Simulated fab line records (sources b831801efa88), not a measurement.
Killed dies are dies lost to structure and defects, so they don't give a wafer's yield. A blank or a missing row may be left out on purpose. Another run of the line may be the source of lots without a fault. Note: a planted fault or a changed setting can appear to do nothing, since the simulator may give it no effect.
fab line records | flow sky130
[record] lots = 12 wafers = 36 lastDay = 52
route steps=708 shown POLY_GATE@232 LDD_HVP@284 PAD_OPEN@708
lots with no fault: from the same line, run without faults
startH: hours from the record's first day to the start of the lot's first wafer shown | waitH: hours since the lot's step before | " unchanged from the row above | L1.1+2: a row that stands for several wafers | - no value, or no start given | * or withheld: withheld | < > ~ a bound
route shown NAME@n: a module of which the file shows steps, and the number in the route of the first | usual: mean/standard deviation taken from wafers without a fault | same: alike in all rows | chamber/n: place in a boat | sites: each site's reading | _std_site: the values' standard deviation | _edge_site: inner sites' mean taken away from outer sites' mean | radiusMm: how far each site lies from the wafer's centre | mask NAME#n: copy n | behind: tool/chamber where the wafer was last shaped | hold: what put the lot on hold/how long, in hours/how the hold closed | device: names the non-switching transistor (n, p or np) | end of line: tests run on the same wafers once the route is complete | a step given without rows: its recipe and nothing more | killed: dies lost to structure and defects at the first sort, not the wafer's yield | map: a wafer's dies, marking killed ones x, the rest . and places with no die _
set.NAME: the setting the step ran with; set.NAME@STEP: the setting that earlier step ran with | model.NAME: the simulator's own value behind a step, which no gauge read
the route's steps for a sample of lots (tables are steps, rows are wafers)
services: the hour from which a tool's chamber was out of use, counted from the record's first day as startH (under 0 if before that day), plus the number of hours and why
[[steps]]
[step SKY_POLY_GATE_STRIP_18]
[recipe] chemistry = O2/N2 powerW = 1400 pressureMtorr = 1500 platenTempC = withheld o2FlowSccm = 3000 n2FlowSccm = 300 overashFraction = 0.5
[usual] drypumpMotorCurrentA = 5.89/0.18 oesProductAu = 0.361/0.0046 stripTimeToEndpointS = 3.18/0.04
// columns lot.wafer tool chamber startH waitH drypumpMotorCurrentA oesProductAu rfHoursCounterH stripTimeToEndpointS
L989.1 plasmaAsher-02 1 312.00 0.0 5.97 0.358 61 3.16
L989.2 " 0 " " 5.95 0.352 61 3.19
L989.3 " 1 " " 5.98 0.360 - 3.20
L997.2 plasmaAsher-02 1 373.38 0.0 5.96 0.367 67 3.21
L997.3 " 0 " " 5.98 0.364 - 3.19
L997.4 " 1 " " 5.96 0.354 - 3.16
L999.1 plasmaAsher-04 0 380.21 0.0 5.54 0.364 70 3.15
L999.3 " 0 " " 5.58 0.353 - 3.13
L999.6 " 0 " " 5.56 0.363 - 3.18
L100.1 plasmaAsher-02 0 385.70 0.0 5.98 0.370 68 3.20
L100.2 " 1 " " 6.01 0.355 68 3.17
L100.4 " 1 " " 5.98 0.361 - 3.19
L101.2 plasmaAsher-03 0 395.13 0.0 5.83 0.359 55 3.24
L101.4 " 0 " " 5.84 0.362 - 3.27
L101.5 " 1 " " 6.15 0.361 - 3.28
L103.1 plasmaAsher-04 1 405.65 0.0 5.90 0.358 73 3.18
L103.4 " 1 " " 5.88 0.361 - 3.19
L103.6 " 0 " " 5.57 0.362 - 3.20
L106.1 plasmaAsher-04 1 439.50 0.0 5.87 0.358 77 3.23
L106.3 " 1 " " 5.85 0.354 - 3.15
L106.6 " 0 " " 5.56 0.363 - 3.15
L109.2 plasmaAsher-04 1 644.65 0.0 5.86 0.355 99 3.21
L109.3 " 1 " " 5.91 0.357 - 3.22
L109.4 " 0 " " 5.55 0.368 - 3.21
L107.2 plasmaAsher-03 1 646.90 0.0 6.15 0.358 82 3.19
L107.4 " 1 " " 6.17 0.361 - 3.25
L107.6 " 0 " " 5.82 0.361 - 3.20
L110.2 plasmaAsher-03 1 647.50 0.0 6.16 0.360 82 3.16
L110.3 " 0 " " 5.84 0.362 - 3.16
L110.4 " 1 " " 6.16 0.359 - 3.11
L111.2 plasmaAsher-04 1 648.77 0.0 5.90 0.365 100 3.23
L111.4 " 1 " " 5.94 0.359 - 3.19
L111.6 " 1 " " 5.90 0.355 - 3.22
L112.2 plasmaAsher-03 0 649.88 0.0 5.83 0.370 82 3.13
L112.3 " 0 " " 5.83 0.358 - 3.18
L112.5 " 1 " " 6.14 0.359 - 3.17
[step SKY_LDD_HVP_DEVELOP_06]
[recipe] resist = NOVOLAK developer = TMAH developTimeS = 60 devTempC = 23
[usual] developerTempC = 23.01/0.12 resistLineTempC = 22.98/0.12
// columns lot.wafer tool chamber startH waitH developerTempC resistLineTempC
L989.1 lithoTrack-03 0 425.04 0.1 22.88 23.14
L989.2 " 0 " " 22.80 22.96
L989.3 " 0 " " 22.71 23.24
L997.2 lithoTrack-03 0 498.41 0.1 22.76 22.67
L997.3 " 0 " " 22.88 22.88
L997.4 " 0 " " 22.95 22.82
L999.1 lithoTrack-04 0 500.26 0.1 23.86 22.78
L999.3 " 0 " " 23.95 22.85
L999.6 " 0 " " 23.95 22.81
L100.1 lithoTrack-01 0 507.56 0.1 23.03 22.90
L100.2 " 0 " " 23.09 23.06
L100.4 " 0 " " 22.89 23.00
L101.2 lithoTrack-04 0 516.93 0.1 24.15 22.96
L101.4 " 0 " " 24.01 22.95
L101.5 " 0 " " 24.05 22.97
L103.1 lithoTrack-03 0 527.69 0.1 23.05 22.98
L103.4 " 0 " " 22.98 22.98
L103.6 " 0 " " 23.01 23.11
L106.1 lithoTrack-01 0 560.21 0.1 22.72 22.89
L106.3 " 0 " " 22.73 22.96
L106.6 " 0 " " 22.89 22.98
L109.2 lithoTrack-04 0 761.23 0.1 22.74 22.92
L109.3 " 0 " " 23.03 22.97
L109.4 " 0 " " 22.98 22.85
L107.2 lithoTrack-01 0 763.49 0.1 22.98 23.14
L107.4 " 0 " " 23.01 23.11
L107.6 " 0 " " 23.03 23.20
L110.2 lithoTrack-03 0 765.76 0.1 23.03 23.05
L110.3 " 0 " " 23.10 22.81
L110.4 " 0 " " 23.07 22.93
L111.2 lithoTrack-01 0 766.24 0.1 23.06 23.02
L111.4 " 0 " " 23.04 22.97
L111.6 " 0 " " 22.94 22.98
L112.2 lithoTrack-04 0 766.98 0.1 22.96 23.16
L112.3 " 0 " " 23.16 23.23
L112.5 " 0 " " 22.89 23.25
[step SKY_LDD_HVP_STRIP_09]
[recipe] chemistry = O2/N2 powerW = 1400 pressureMtorr = 1500 platenTempC = withheld o2FlowSccm = 3000 n2FlowSccm = 300 overashFraction = 0.5
[usual] drypumpMotorCurrentA = 5.89/0.19 oesProductAu = 0.409/0.0046 stripTimeToEndpointS = 4.138/0.015
// columns lot.wafer tool chamber startH waitH drypumpMotorCurrentA oesProductAu rfHoursCounterH stripTimeToEndpointS
L989.1 plasmaAsher-04 0 425.37 0.1 5.56 0.413 75 4.161
L989.2 " 1 " " 5.88 0.412 75 4.154
L989.3 " 0 " " 5.55 0.407 - 4.170
L997.2 plasmaAsher-03 1 498.72 0.1 6.16 0.411 66 4.097
L997.3 " 1 " " 6.14 0.411 - 4.116
L997.4 " 0 " " 5.85 0.404 - 4.126
L999.1 plasmaAsher-03 1 500.59 0.1 6.17 0.416 66 4.124
L999.3 " 0 " " 5.84 0.413 - 4.141
L999.6 " 0 " " 5.84 0.398 - 4.141
L100.1 plasmaAsher-02 0 507.90 0.1 5.98 0.407 8 4.142
L100.2 " 1 " " 5.97 0.410 8 4.133
L100.4 " 0 " " 5.97 0.409 - 4.153
L101.2 plasmaAsher-04 0 517.24 0.1 5.55 0.414 85 4.147
L101.4 " 1 " " 5.87 0.418 - 4.136
L101.5 " 0 " " 5.55 0.413 - 4.161
L103.1 plasmaAsher-03 1 528.03 0.1 6.15 0.410 68 4.120
L103.4 " 0 " " 5.83 0.394 - 4.122
L103.6 " 0 " " 5.85 0.407 - 4.136
L106.1 plasmaAsher-03 0 560.55 0.1 5.84 0.407 72 4.155
L106.3 " 1 " " 6.16 0.410 - 4.140
L106.6 " 1 " " 6.16 0.414 - 4.168
L109.2 plasmaAsher-04 1 761.54 0.1 5.87 0.412 2 4.144
L109.3 " 1 " " 5.90 0.411 - 4.148
L109.4 " 0 " " 5.55 0.415 - 4.118
L107.2 plasmaAsher-03 1 763.80 0.1 6.20 0.403 93 4.142
L107.4 " 1 " " 6.17 0.415 - 4.138
L107.6 " 0 " " 5.83 0.415 - 4.120
L110.2 plasmaAsher-04 0 766.07 0.1 5.57 0.407 2 4.123
L110.3 " 1 " " 5.84 0.406 - 4.125
L110.4 " 0 " " 5.58 0.418 - 4.150
L111.2 plasmaAsher-03 0 766.55 0.1 5.85 0.405 93 4.146
L111.4 " 1 " " 6.15 0.407 - 4.151
L111.6 " 1 " " 6.15 0.414 - 4.138
L112.2 plasmaAsher-03 1 767.29 0.1 6.19 0.414 93 4.145
L112.3 " 1 " " 6.19 0.410 - 4.136
L112.5 " 0 " " 5.84 0.411 - 4.144
[step SKY_LDD_HVP_TW_MEAS_10]
[usual] LDD_HVP_TW = 454.5/2.9
// columns lot.wafer tool chamber startH waitH LDD_HVP_TW
L989.1 filmMetro-04 - 425.47 0.1 450.0
L989.2 " - " " 454.4
L989.3 " - " " 452.7
L997.2 filmMetro-04 - 498.83 0.1 455.3
L997.3 " - " " 453.8
L997.4 " - " " 451.2
L999.1 filmMetro-04 - 500.69 0.1 450.2
L999.3 " - " " 451.7
L999.6 " - " " 451.2
L100.1 filmMetro-03 - 508.00 0.1 458.5
L100.2 " - " " 460.2
L100.4 " - " " 459.1
L101.2 filmMetro-04 - 517.35 0.1 457.2
L101.4 " - " " 453.1
L101.5 " - " " 453.9
L103.1 filmMetro-03 - 528.13 0.1 456.8
L103.4 " - " " 455.4
L103.6 " - " " 458.0
L106.1 filmMetro-02 - 560.65 0.1 452.6
L106.3 " - " " 455.9
L106.6 " - " " 455.1
L109.2 filmMetro-04 - 761.65 0.1 454.2
L109.3 " - " " 453.1
L109.4 " - " " 452.4
L107.2 filmMetro-04 - 763.91 0.1 452.0
L107.4 " - " " 453.7
L107.6 " - " " 454.6
L110.2 filmMetro-03 - 766.18 0.1 457.8
L110.3 " - " " 457.4
L110.4 " - " " 459.7
L111.2 filmMetro-02 - 766.66 0.1 455.1
L111.4 " - " " 452.7
L111.6 " - " " 451.3
L112.2 filmMetro-04 - 767.40 0.1 453.3
L112.3 " - " " 453.8
L112.5 " - " " 453.7
[step SKY_PAD_OPEN_PROBE_99]
[usual] killed_at_M0_to_M3 = 43/7 killed_at_M4_up = 2.7/1.6 killedAtContacts = 24/5.3 killedAtFrontEnd = 16/4.6 killedAtOther = 0.3/0.53 killedDies = 86/9.3 killedOpen = 47/6.9 killedShort = 38/6.1
[same] grossDies = 492 killedAtBackSide = 0
// columns lot.wafer tool chamber startH waitH killed_at_M0_to_M3 killed_at_M4_up killedAtContacts killedAtFrontEnd killedAtOther killedDies killedOpen killedShort
L997.2 prober-01 - 1077.31 0.1 47 2 24 13 0 86 53 33
L997.3 prober-01 - 1077.36 0.2 47 2 24 12 0 85 44 41
L997.4 prober-01 - 1077.41 0.2 54 3 21 12 0 90 43 47
L999.1 prober-02 - 1078.81 0.1 49 2 32 11 1 95 53 42
L999.3 prober-02 - 1078.91 0.2 42 1 25 13 0 81 52 29
L999.6 prober-02 - 1079.06 0.2 44 4 22 15 1 86 42 44
L100.1 prober-02 - 1083.26 0.1 52 1 27 24 0 104 62 42
L100.2 prober-02 - 1083.31 0.1 53 1 18 17 0 89 55 34
L100.4 prober-02 - 1083.41 0.2 37 2 18 19 1 77 37 40
L101.2 prober-01 - 1090.36 0.1 32 1 23 12 0 68 40 28
L101.4 prober-01 - 1090.46 0.2 34 3 33 15 0 85 50 35
L101.5 prober-01 - 1090.51 0.2 36 3 27 16 0 82 42 40
L112.2 prober-02 - 1243.11 0.4 44 7 29 20 1 101 49 52
L112.3 prober-02 - 1243.16 0.5 50 1 25 18 0 94 51 43
L112.5 prober-02 - 1243.26 0.5 31 1 33 18 0 83 44 39
// killed by level:class
L997.2 VIA1:geometricParticle:open=17 CONTACT:geometricParticle:open=9 CONTACT:geometricParticle:short=6 LI_CONTACT:geometricParticle:open=5 VIA2:geometricParticle:open=5 VIA1:geometricParticle:short=5 METAL2:geometricParticle:short=5 VIA3:geometricParticle:open=5
L997.3 VIA1:geometricParticle:open=10 VIA3:geometricParticle:open=8 CONTACT:geometricParticle:short=6 VIA2:geometricParticle:open=6 LI_CONTACT:geometricParticle:open=5 CONTACT:geometricParticle:open=5 METAL1:geometricParticle:short=5 VIA3:geometricParticle:short=5
L997.4 VIA1:geometricParticle:open=9 METAL1:geometricParticle:short=9 CONTACT:geometricParticle:open=8 VIA3:geometricParticle:open=8 VIA2:geometricParticle:open=7 VIA3:geometricParticle:short=6 LOCAL_INTERCONNECT:geometricParticle:short=5 METAL2:geometricParticle:short=5
L999.1 LI_CONTACT:geometricParticle:open=12 CONTACT:geometricParticle:open=11 VIA1:geometricParticle:open=10 METAL1:geometricParticle:short=8 VIA3:geometricParticle:open=8 METAL2:geometricParticle:short=7 VIA2:geometricParticle:short=6 LOCAL_INTERCONNECT:geometricParticle:short=4
L999.3 CONTACT:geometricParticle:open=13 VIA1:geometricParticle:open=13 LI_CONTACT:geometricParticle:open=6 VIA3:geometricParticle:open=5 FIELD_ISO:geometricParticle:short=4 METAL1:geometricParticle:open=4 METAL2:geometricParticle:short=4 LI_CONTACT:geometricParticle:short=3
L999.6 METAL2:geometricParticle:short=7 VIA2:geometricParticle:open=7 CONTACT:geometricParticle:short=6 LI_CONTACT:geometricParticle:open=6 LOCAL_INTERCONNECT:geometricParticle:short=6 METAL1:geometricParticle:short=6 VIA1:geometricParticle:open=6 VIA3:geometricParticle:open=5
L100.1 VIA3:geometricParticle:open=10 VIA1:geometricParticle:open=10 LI_CONTACT:geometricParticle:open=8 CONTACT:geometricParticle:open=8 METAL2:geometricParticle:short=7 VIA2:geometricParticle:open=7 VIA1:geometricParticle:short=6 POLY_GATE:geometricParticle:short=5
L100.2 VIA1:geometricParticle:open=12 LI_CONTACT:geometricParticle:open=9 VIA3:geometricParticle:open=8 METAL1:geometricParticle:short=7 CONTACT:geometricParticle:open=5 VIA2:geometricParticle:open=5 POLY_GATE:geometricParticle:short=4 POLY_GATE:geometricParticle:open=4
L100.4 VIA1:geometricParticle:open=10 FIELD_ISO:geometricParticle:short=7 CONTACT:geometricParticle:short=7 CONTACT:geometricParticle:open=5 VIA3:geometricParticle:open=5 POLY_GATE:geometricParticle:open=4 LOCAL_INTERCONNECT:geometricParticle:short=4 VIA2:geometricParticle:open=4
L101.2 LI_CONTACT:geometricParticle:open=8 CONTACT:geometricParticle:open=7 METAL1:geometricParticle:short=7 FIELD_ISO:geometricParticle:open=5 VIA1:geometricParticle:open=5 VIA3:geometricParticle:open=5 POLY_GATE:geometricParticle:short=4 LOCAL_INTERCONNECT:geometricParticle:short=4
L101.4 CONTACT:geometricParticle:open=12 LI_CONTACT:geometricParticle:open=11 METAL1:geometricParticle:short=6 VIA3:geometricParticle:open=6 FIELD_ISO:geometricParticle:short=5 POLY_GATE:geometricParticle:short=4 VIA2:geometricParticle:open=4 CONTACT:geometricParticle:short=4
L101.5 CONTACT:geometricParticle:short=9 CONTACT:geometricParticle:open=9 VIA1:geometricParticle:open=8 METAL2:geometricParticle:short=5 POLY_GATE:geometricParticle:short=4 POLY_GATE:geometricParticle:open=4 SPACER:geometricParticle:open=4 METAL1:geometricParticle:open=4
L112.2 LI_CONTACT:geometricParticle:open=10 METAL1:geometricParticle:short=8 POLY_GATE:geometricParticle:open=7 CONTACT:geometricParticle:open=7 VIA2:geometricParticle:open=7 FIELD_ISO:geometricParticle:short=6 LOCAL_INTERCONNECT:geometricParticle:short=6 CONTACT:geometricParticle:short=5
L112.3 VIA2:geometricParticle:open=12 VIA1:geometricParticle:open=10 LI_CONTACT:geometricParticle:open=9 METAL2:geometricParticle:short=9 POLY_GATE:geometricParticle:short=5 CONTACT:geometricParticle:open=5 FIELD_ISO:geometricParticle:open=4 POLY_GATE:geometricParticle:open=4
L112.5 CONTACT:geometricParticle:open=11 LI_CONTACT:geometricParticle:open=9 METAL1:geometricParticle:short=7 VIA1:geometricParticle:open=6 FIELD_ISO:geometricParticle:short=5 LI_CONTACT:geometricParticle:short=5 FIELD_ISO:geometricParticle:open=4 METAL2:geometricParticle:short=4
[[services]]
// columns tool chamber startH hours kind
plasmaAsher-02 - 297.63 0.9 repair
lithoTrack-03 - 324.76 - consumableReplace:filter
plasmaAsher-02 - 337.01 1.3 repair
plasmaAsher-02 - 352.14 0.8 repair
plasmaAsher-03 - 390.26 0.9 repair
plasmaAsher-03 - 397.59 0.5 repair
plasmaAsher-02 - 421.25 9.0 pm
plasmaAsher-02 0 421.25 9.0 ventCycle
plasmaAsher-02 1 421.25 9.0 ventCycle
plasmaAsher-02 0 430.25 - clean
plasmaAsher-02 1 430.25 - clean
plasmaAsher-03 - 507.32 0.9 repair
plasmaAsher-02 - 540.70 2.6 repair
plasmaAsher-03 - 597.09 0.7 repair
lithoTrack-04 - 657.44 - consumableReplace:filter
plasmaAsher-03 - 681.86 2.8 pm
plasmaAsher-02 - 730.37 2.8 pm
plasmaAsher-04 - 733.75 9.0 pm
plasmaAsher-04 0 733.75 9.0 ventCycle
plasmaAsher-04 1 733.75 9.0 ventCycle
plasmaAsher-04 0 742.75 - clean
plasmaAsher-04 1 742.75 - clean
[[key]]
[firstSign] step = SKY_LDD_HVP_DEVELOP_06 reading = developerTempC direction = up sigmas = 8.5 usual = * struck = *
effect none on later readings
metAt SKY_LDD_HVP_DEVELOP_06
struckLots L999,L101
testerLeftOut L999,L101
notActingAt SKY_POLY_GATE_STRIP_18,SKY_LDD_HVP_STRIP_09,SKY_LDD_HVP_TW_MEAS_10
[fault] kind = processParameterDrift tool = lithoTrack-04 chamber = - onsetH = 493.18 steps = SKY_LDD_HVP_DEVELOP_06 channel = devTempC offset = * shape = step endH = 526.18 actsIn = * stated = *
// testerLeftOut: of these lots the tester's yield and bins aren't shown, on N5 and GAA mostly nor the transistor test; their killed dies are dies lost to structure and defects alone, not to doping, threshold or leakage, so they don't give the yield
